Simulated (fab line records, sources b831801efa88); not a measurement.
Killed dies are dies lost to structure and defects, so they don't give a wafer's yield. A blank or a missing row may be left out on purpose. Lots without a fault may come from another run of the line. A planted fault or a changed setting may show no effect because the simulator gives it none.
Which tool did it? | flow gf180mcu | 13 lots, 39 wafers sampled, at 2 steps of a route of 602

WHAT THE GAUGES READ, wafer by wafer
GF_VT_IMPLANT_TW_MEAS_21.
lot  | measured     | on            | VT_IMPLANT_2_TW
L649 | day 6 05:10  | film_metro-03 | 1231 1226 1225
L650 | day 6 12:07  | film_metro-04 | 1212 1210 1213
L651 | day 6 19:34  | film_metro-04 | 1206 1211 1213
L652 | day 7 01:14  | film_metro-02 | 1186 1196 1189
L653 | day 7 06:18  | film_metro-04 | 1212 1207 1211
L654 | day 7 13:53  | film_metro-02 | 1187 1186 1188
L655 | day 7 21:51  | film_metro-04 | 1209 1202 1207
L656 | day 8 03:14  | film_metro-03 | 1233 1223 1233
L657 | day 8 10:00  | film_metro-04 | 1199 1203 1204
L661 | day 9 09:35  | film_metro-03 | 1223 1223 1235
L662 | day 9 19:59  | film_metro-02 | 683 684 686 682 685 682
L663 | day 10 04:14 | film_metro-03 | 703 712 707 707 707 708
L664 | day 10 05:08 | film_metro-03 | 710 709 709 706 709 708

WHICH TOOL RAN EACH LOT (tool, then ch and the chambers of the sampled wafers, then the start)
lot  | GF_VT_IMPLANT_IMPLANT_19
L649 | implanter-01 ch 0, day 6 04:57
L650 | implanter-01 ch 0, day 6 11:52
L651 | implanter-04 ch 0, day 6 19:19
L652 | implanter-01 ch 0, day 7 00:59
L653 | implanter-01 ch 0, day 7 06:03
L654 | implanter-01 ch 0, day 7 13:38
L655 | implanter-04 ch 0, day 7 21:36
L656 | implanter-03 ch 0, day 8 03:00
L657 | implanter-01 ch 0, day 8 09:46
L661 | implanter-04 ch 0, day 9 09:22
L662 | implanter-04 ch 0, day 9 19:44
L663 | implanter-04 ch 0, day 10 03:59
L664 | implanter-01 ch 0, day 10 04:54
- GF_VT_IMPLANT_IMPLANT_19

WHAT THE TOOLS THEMSELVES READ (means of the sampled wafers that have a number; where no wafer has one, the mark that the record gives instead)
GF_VT_IMPLANT_IMPLANT_19.
lot  | tool         | faraday_current_uA
L649 | implanter-01 | 24.0
L650 | implanter-01 | 24.3
L651 | implanter-04 | 24.4
L652 | implanter-01 | 24.5
L653 | implanter-01 | 24.3
L654 | implanter-01 | 24.9
L655 | implanter-04 | 24.7
L656 | implanter-03 | 24.3
L657 | implanter-01 | 24.8
L661 | implanter-04 | 24.3
L662 | implanter-04 | 24.4
L663 | implanter-04 | 24.8
L664 | implanter-01 | 24.4

THE ANSWER, worked out from the rows above alone
Rule: what is usual is taken from the lots themselves. Put in order of their means at a reading, lots are off if they are a third of the lots or fewer, leave a main group of 4 or more, and stand apart from it by a gap of 3 or more times the standard deviation of the main group's means; of several such gaps the widest counts. A main group whose means are all the same, to the digits that the tables above print for the reading, isn't used. A lot without any number at a reading at which 4 lots or more have one is off too. The other lots that the step has rows for count as sound. The gauges are gone through in route order, then the tools' own readings, and for those a lot's mean is taken as printed above. The first step at which some lot is off is used, and at that step the reading that is off furthest; a lot without a number counts as furthest.
Off: L662, L663, L664, at GF_VT_IMPLANT_TW_MEAS_21 (VT_IMPLANT_2_TW). The main group: mean 1210, standard deviation 14.
A tool fits if, at a process step before that reading, it ran every lot that is off, and no sound lot after the first of them. The gauges at GF_VT_IMPLANT_TW_MEAS_21 are tried like those tools. None of those tried fits.

WHAT THE SIMULATOR HAD PUT IN
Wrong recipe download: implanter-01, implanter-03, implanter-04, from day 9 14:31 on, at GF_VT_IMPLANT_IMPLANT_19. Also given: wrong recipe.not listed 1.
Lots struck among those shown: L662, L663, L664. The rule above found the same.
